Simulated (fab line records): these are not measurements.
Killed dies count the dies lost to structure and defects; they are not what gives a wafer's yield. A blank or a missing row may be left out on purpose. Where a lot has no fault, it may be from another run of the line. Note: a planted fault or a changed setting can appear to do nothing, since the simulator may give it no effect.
Which of the tools did it? :: flow sky130 :: 15 lots, 45 wafers sampled, at 5 steps of a route of 708

WHAT THE GAUGES READ, wafer by wafer
SKY_SONOS_TUNNEL_CD_MEAS_07: target cd 410 nm. Usual: cdNm at 410.9 nm, with a standard deviation of 2.5.
lot: L689
measured: day 11 11:20
on: cdSem-01
cdNm (nm): 412.2 412.2 413.5
flag: 

lot: L693
measured: day 13 08:17
on: cdSem-02
cdNm (nm): 409.9 413.1 410.8
flag: 

lot: L694
measured: day 13 13:06
on: cdSem-02
cdNm (nm): 406.3 407.2 409.3
flag: 

lot: L696
measured: day 13 23:45
on: cdSem-02
cdNm (nm): 410.0 409.6 406.6
flag: 

lot: L695
measured: day 14 02:15
on: cdSem-02
cdNm (nm): 412.7 410.3 408.4
flag: 

lot: L697
measured: day 14 22:08
on: cdSem-02
cdNm (nm): 410.5 410.2 410.4
flag: 

lot: L698
measured: day 15 02:04
on: cdSem-02
cdNm (nm): 412.9 407.9 411.8
flag: 

lot: L703
measured: day 16 11:11
on: cdSem-01
cdNm (nm): 409.6 410.2 410.9
flag: 

lot: L704
measured: day 16 18:17
on: cdSem-02
cdNm (nm): 414.9 418.3 416.7
flag: 

lot: L705
measured: day 17 02:38
on: cdSem-01
cdNm (nm): 408.8 411.3 411.1
flag: 

lot: L708
measured: day 17 21:55
on: cdSem-01
cdNm (nm): 407.4 408.6 408.6
flag: 

lot: L709
measured: day 18 00:28
on: cdSem-02
cdNm (nm): 410.6 412.2 410.8
flag: 

lot: L710
measured: day 18 12:44
on: cdSem-02
cdNm (nm): 408.6 408.2 409.2
flag: 

lot: L711
measured: day 18 17:47
on: cdSem-02
cdNm (nm): 410.4 408.6 408.8
flag: 

lot: L712
measured: day 19 01:22
on: cdSem-02
cdNm (nm): 410.5 413.4 411.6
flag: 

SKY_SONOS_ONO_CD_MEAS_13: target cd 410 nm. Usual: cdNm at 409.7 nm, with a standard deviation of 2.1.
lot: L689
measured: day 12 15:52
on: cdSem-02
cdNm (nm): 409.4 408.8 408.2
flag: 

lot: L693
measured: day 14 18:12
on: cdSem-02
cdNm (nm): 406.2 407.2 407.4
flag: 

lot: L694
measured: day 15 02:53
on: cdSem-02
cdNm (nm): 408.0 407.7 409.5
flag: 

lot: L696
measured: day 15 08:01
on: cdSem-02
cdNm (nm): 410.3 411.1 410.0
flag: 

lot: L695
measured: day 15 11:13
on: cdSem-02
cdNm (nm): 410.7 409.5 410.3
flag: 

lot: L697
measured: day 16 06:58
on: cdSem-01
cdNm (nm): 409.2 409.6 407.6
flag: 

lot: L698
measured: day 16 11:56
on: cdSem-01
cdNm (nm): 414.0 413.1 413.9
flag: 

lot: L703
measured: day 18 00:03
on: cdSem-01
cdNm (nm): 411.5 412.6 409.8
flag: 

lot: L704
measured: day 18 08:29
on: cdSem-01
cdNm (nm): 411.3 412.4 412.1
flag: 

lot: L705
measured: day 18 15:23
on: cdSem-01
cdNm (nm): 407.9 409.9 411.7
flag: 

lot: L708
measured: day 19 12:15
on: cdSem-01
cdNm (nm): 411.6 411.2 411.4
flag: 

lot: L709
measured: day 19 14:57
on: cdSem-01
cdNm (nm): 405.0 406.3 407.8
flag: 

lot: L710
measured: day 20 02:36
on: cdSem-02
cdNm (nm): 411.5 410.2 409.9
flag: 

lot: L711
measured: day 20 05:13
on: cdSem-01
cdNm (nm): 408.6 413.0 410.3
flag: 

lot: L712
measured: day 20 13:37
on: cdSem-01
cdNm (nm): 409.9 409.9 409.7
flag: 

SKY_LDD_P_OVL_MEAS_08. Usual: LDD_P_OVL typically reads -0.3 nm, with standard deviation 1.5.
lot: L689
measured: day 18 21:38
on: overlay-02
LDD_P_OVL (nm): -0.4 -0.3 0.4
flag: 

lot: L693
measured: day 21 10:51
on: overlay-01
LDD_P_OVL (nm): -2.9 -3.0 -2.7
flag: 

lot: L694
measured: day 21 23:20
on: overlay-02
LDD_P_OVL (nm): 2.9 3.1 3.0
flag: 

lot: L696
measured: day 22 04:19
on: overlay-02
LDD_P_OVL (nm): 2.0 0.9 2.0
flag: 

lot: L695
measured: day 22 07:41
on: overlay-01
LDD_P_OVL (nm): -1.7 -0.7 -0.6
flag: 

lot: L697
measured: day 23 02:23
on: overlay-02
LDD_P_OVL (nm): -1.4 -1.0 0.2
flag: 

lot: L698
measured: day 23 09:21
on: overlay-01
LDD_P_OVL (nm): 0.5 0.7 0.1
flag: 

lot: L703
measured: day 24 21:24
on: overlay-02
LDD_P_OVL (nm): -2.0 2.2 -0.8
flag: 

lot: L704
measured: day 25 04:59
on: overlay-01
LDD_P_OVL (nm): -2.7 -1.7 -2.3
flag: 

lot: L705
measured: day 25 11:16
on: overlay-02
LDD_P_OVL (nm): -1.4 -1.5 -2.3
flag: 

lot: L708
measured: day 26 05:43
on: overlay-01
LDD_P_OVL (nm): 0.4 0.5 1.7
flag: 

lot: L709
measured: day 26 13:19
on: overlay-01
LDD_P_OVL (nm): -2.2 -1.6 -0.7
flag: 

lot: L710
measured: day 27 00:01
on: overlay-01
LDD_P_OVL (nm): -0.4 -0.7 -0.7
flag: 

lot: L711
measured: day 26 23:48
on: overlay-01
LDD_P_OVL (nm): -2.1 -1.3 -1.5
flag: 

lot: L712
measured: day 27 06:28
on: overlay-02
LDD_P_OVL (nm): 1.1 0.9 0.1
flag: 

TOOL THAT RAN EACH LOT (tool first, then ch and the chambers of the sampled wafers, then the start)
lot: L689
SKY_POLY_GATE_ETCH_17: rieSi-02 ch 1,2,3, day 16 07:03
SKY_POLY_GATE_STRIP_18: plasmaAsher-02 ch 0,1, day 16 07:07

lot: L693
SKY_POLY_GATE_ETCH_17: rieSi-01 ch 0,1, day 18 16:51
SKY_POLY_GATE_STRIP_18: plasmaAsher-02 ch 0,1, day 18 16:54

lot: L694
SKY_POLY_GATE_ETCH_17: rieSi-01 ch 2,3, day 19 05:49
SKY_POLY_GATE_STRIP_18: plasmaAsher-01 ch 0,1, day 19 05:55

lot: L696
SKY_POLY_GATE_ETCH_17: rieSi-01 ch 0,1,3, day 19 09:30
SKY_POLY_GATE_STRIP_18: plasmaAsher-02 ch 0,1, day 19 09:33

lot: L695
SKY_POLY_GATE_ETCH_17: rieSi-02 ch 0,1,3, day 19 12:31
SKY_POLY_GATE_STRIP_18: plasmaAsher-02 ch 0,1, day 19 12:37

lot: L697
SKY_POLY_GATE_ETCH_17: rieSi-02 ch 0,1,3, day 20 10:13
SKY_POLY_GATE_STRIP_18: plasmaAsher-03 ch 0,1, day 20 10:19

lot: L698
SKY_POLY_GATE_ETCH_17: rieSi-01 ch 0,1,2, day 20 17:19
SKY_POLY_GATE_STRIP_18: plasmaAsher-03 ch 0,1, day 20 17:23

lot: L703
SKY_POLY_GATE_ETCH_17: rieSi-01 ch 0,1,2, day 22 06:50
SKY_POLY_GATE_STRIP_18: plasmaAsher-02 ch 0,1, day 22 06:54

lot: L704
SKY_POLY_GATE_ETCH_17: rieSi-02 ch 1,2,3, day 22 14:07
SKY_POLY_GATE_STRIP_18: plasmaAsher-03 ch 0,1, day 22 14:10

lot: L705
SKY_POLY_GATE_ETCH_17: rieSi-01 ch 1,3, day 22 20:28
SKY_POLY_GATE_STRIP_18: plasmaAsher-02 ch 0, day 22 20:31

lot: L708
SKY_POLY_GATE_ETCH_17: rieSi-02 ch 1,3, day 23 15:58
SKY_POLY_GATE_STRIP_18: plasmaAsher-03 ch 0,1, day 23 16:01

lot: L709
SKY_POLY_GATE_ETCH_17: rieSi-01 ch 0,2,3, day 24 01:07
SKY_POLY_GATE_STRIP_18: plasmaAsher-01 ch 0,1, day 24 01:10

lot: L710
SKY_POLY_GATE_ETCH_17: rieSi-01 ch 0,2, day 24 10:41
SKY_POLY_GATE_STRIP_18: plasmaAsher-01 ch 1, day 24 10:47

lot: L711
SKY_POLY_GATE_ETCH_17: rieSi-02 ch 1,2, day 24 10:20
SKY_POLY_GATE_STRIP_18: plasmaAsher-02 ch 0,1, day 24 10:24

lot: L712
SKY_POLY_GATE_ETCH_17: rieSi-02 ch 0,1,3, day 24 16:46
SKY_POLY_GATE_STRIP_18: plasmaAsher-01 ch 0,1, day 24 16:49
- SKY_POLY_GATE_ETCH_17: etches poly-Si in HBr/Cl2, stops on SiO2, target depth 180 nm, time 70.5 s.
- SKY_POLY_GATE_STRIP_18: strips in O2/N2.

WHAT THE TOOLS THEMSELVES READ (means of the sampled wafers that have a number; where no wafer has one, the mark that the record gives instead)
SKY_POLY_GATE_ETCH_17. Usual: HBr_flow_sccm 150.0 sccm, standard deviation 0.46; biasW 99.98 W, standard deviation 0.28; drypumpMotorCurrentA 5.6 A, standard deviation 0.46; oesProductAu 0.989 a.u., standard deviation 0.006; throttleValvePct 33.684 %, standard deviation 0.0095.
lot: L689
tool: rieSi-02
HBr_flow_sccm (sccm): 150.1
biasW (W): 99.87
drypumpMotorCurrentA (A): 5.8
oesProductAu (a.u.): 1.001
throttleValvePct (%): 33.681
flag: 

lot: L693
tool: rieSi-01
HBr_flow_sccm (sccm): 150.2
biasW (W): 99.90
drypumpMotorCurrentA (A): 6.0
oesProductAu (a.u.): 0.993
throttleValvePct (%): 33.692
flag: 

lot: L694
tool: rieSi-01
HBr_flow_sccm (sccm): 150.0
biasW (W): 99.98
drypumpMotorCurrentA (A): 5.6
oesProductAu (a.u.): 0.985
throttleValvePct (%): 33.685
flag: 

lot: L696
tool: rieSi-01
HBr_flow_sccm (sccm): 149.9
biasW (W): 99.74
drypumpMotorCurrentA (A): 5.8
oesProductAu (a.u.): 0.993
throttleValvePct (%): 33.673
flag: 

lot: L695
tool: rieSi-02
HBr_flow_sccm (sccm): 149.9
biasW (W): 100.09
drypumpMotorCurrentA (A): 5.4
oesProductAu (a.u.): 0.988
throttleValvePct (%): 33.678
flag: 

lot: L697
tool: rieSi-02
HBr_flow_sccm (sccm): 150.0
biasW (W): 100.03
drypumpMotorCurrentA (A): 5.4
oesProductAu (a.u.): 0.982
throttleValvePct (%): 33.679
flag: 

lot: L698
tool: rieSi-01
HBr_flow_sccm (sccm): 150.1
biasW (W): 99.87
drypumpMotorCurrentA (A): 5.6
oesProductAu (a.u.): 0.989
throttleValvePct (%): 33.678
flag: 

lot: L703
tool: rieSi-01
HBr_flow_sccm (sccm): -
biasW (W): -
drypumpMotorCurrentA (A): -
oesProductAu (a.u.): -
throttleValvePct (%): -
flag: OFF

lot: L704
tool: rieSi-02
HBr_flow_sccm (sccm): -
biasW (W): -
drypumpMotorCurrentA (A): -
oesProductAu (a.u.): -
throttleValvePct (%): -
flag: OFF

lot: L705
tool: rieSi-01
HBr_flow_sccm (sccm): -
biasW (W): -
drypumpMotorCurrentA (A): -
oesProductAu (a.u.): -
throttleValvePct (%): -
flag: OFF

lot: L708
tool: rieSi-02
HBr_flow_sccm (sccm): 149.9
biasW (W): 100.02
drypumpMotorCurrentA (A): 5.5
oesProductAu (a.u.): 0.992
throttleValvePct (%): 33.688
flag: 

lot: L709
tool: rieSi-01
HBr_flow_sccm (sccm): 149.6
biasW (W): 100.03
drypumpMotorCurrentA (A): 5.4
oesProductAu (a.u.): 0.989
throttleValvePct (%): 33.679
flag: 

lot: L710
tool: rieSi-01
HBr_flow_sccm (sccm): 149.6
biasW (W): 100.29
drypumpMotorCurrentA (A): 5.3
oesProductAu (a.u.): 0.982
throttleValvePct (%): 33.678
flag: 

lot: L711
tool: rieSi-02
HBr_flow_sccm (sccm): 149.7
biasW (W): 99.74
drypumpMotorCurrentA (A): 6.1
oesProductAu (a.u.): 0.985
throttleValvePct (%): 33.686
flag: 

lot: L712
tool: rieSi-02
HBr_flow_sccm (sccm): 150.2
biasW (W): 100.00
drypumpMotorCurrentA (A): 5.4
oesProductAu (a.u.): 0.992
throttleValvePct (%): 33.687
flag: 

SKY_POLY_GATE_STRIP_18. Usual: drypumpMotorCurrentA 5.77 A, standard deviation 0.19; oesProductAu 0.361 a.u., standard deviation 0.0043; stripTimeToEndpointS 3.183 s, standard deviation 0.028.
lot: L689
tool: plasmaAsher-02
drypumpMotorCurrentA (A): 5.78
oesProductAu (a.u.): 0.362
stripTimeToEndpointS (s): 3.206
flag: 

lot: L693
tool: plasmaAsher-02
drypumpMotorCurrentA (A): 5.78
oesProductAu (a.u.): 0.363
stripTimeToEndpointS (s): 3.186
flag: 

lot: L694
tool: plasmaAsher-01
drypumpMotorCurrentA (A): 5.81
oesProductAu (a.u.): 0.359
stripTimeToEndpointS (s): 3.175
flag: 

lot: L696
tool: plasmaAsher-02
drypumpMotorCurrentA (A): 5.66
oesProductAu (a.u.): 0.359
stripTimeToEndpointS (s): 3.173
flag: 

lot: L695
tool: plasmaAsher-02
drypumpMotorCurrentA (A): 5.67
oesProductAu (a.u.): 0.358
stripTimeToEndpointS (s): 3.162
flag: 

lot: L697
tool: plasmaAsher-03
drypumpMotorCurrentA (A): 5.72
oesProductAu (a.u.): 0.365
stripTimeToEndpointS (s): 3.214
flag: 

lot: L698
tool: plasmaAsher-03
drypumpMotorCurrentA (A): 5.73
oesProductAu (a.u.): 0.360
stripTimeToEndpointS (s): 3.162
flag: 

lot: L703
tool: plasmaAsher-02
drypumpMotorCurrentA (A): 5.77
oesProductAu (a.u.): 0.402
stripTimeToEndpointS (s): 4.219
flag: OFF

lot: L704
tool: plasmaAsher-03
drypumpMotorCurrentA (A): 5.91
oesProductAu (a.u.): 0.397
stripTimeToEndpointS (s): 4.207
flag: OFF

lot: L705
tool: plasmaAsher-02
drypumpMotorCurrentA (A): 5.52
oesProductAu (a.u.): 0.404
stripTimeToEndpointS (s): 4.171
flag: OFF

lot: L708
tool: plasmaAsher-03
drypumpMotorCurrentA (A): 5.88
oesProductAu (a.u.): 0.363
stripTimeToEndpointS (s): 3.194
flag: 

lot: L709
tool: plasmaAsher-01
drypumpMotorCurrentA (A): 5.82
oesProductAu (a.u.): 0.362
stripTimeToEndpointS (s): 3.155
flag: 

lot: L710
tool: plasmaAsher-01
drypumpMotorCurrentA (A): 5.78
oesProductAu (a.u.): 0.357
stripTimeToEndpointS (s): 3.139
flag: 

lot: L711
tool: plasmaAsher-02
drypumpMotorCurrentA (A): 5.77
oesProductAu (a.u.): 0.359
stripTimeToEndpointS (s): 3.182
flag: 

lot: L712
tool: plasmaAsher-01
drypumpMotorCurrentA (A): 5.79
oesProductAu (a.u.): 0.358
stripTimeToEndpointS (s): 3.151
flag: 

THE ANSWER, worked out from the rows above alone
Rule: a lot counts as off when the mean over its wafers that have a number is more than 3 standard deviations away from the usual mean. A lot without any number at a reading at which 4 lots or more have one is off too. All remaining lots with rows at the step are treated as sound. First the gauges in route order, then the tools' own readings, where a lot's mean is used as printed above. At the first step where some lot is off, the reading lying furthest off is the one used; lots without a number count as furthest.
Off: L703, L704, L705, at SKY_POLY_GATE_ETCH_17 (HBr_flow_sccm). Without a number there: L703, L704, L705.
If a tool, at that step or one of the process steps before it, ran each lot that is off and ran no sound lot following the first of them, it fits. No candidate that was tried fits.

WHAT THE SIMULATOR HAD INSERTED
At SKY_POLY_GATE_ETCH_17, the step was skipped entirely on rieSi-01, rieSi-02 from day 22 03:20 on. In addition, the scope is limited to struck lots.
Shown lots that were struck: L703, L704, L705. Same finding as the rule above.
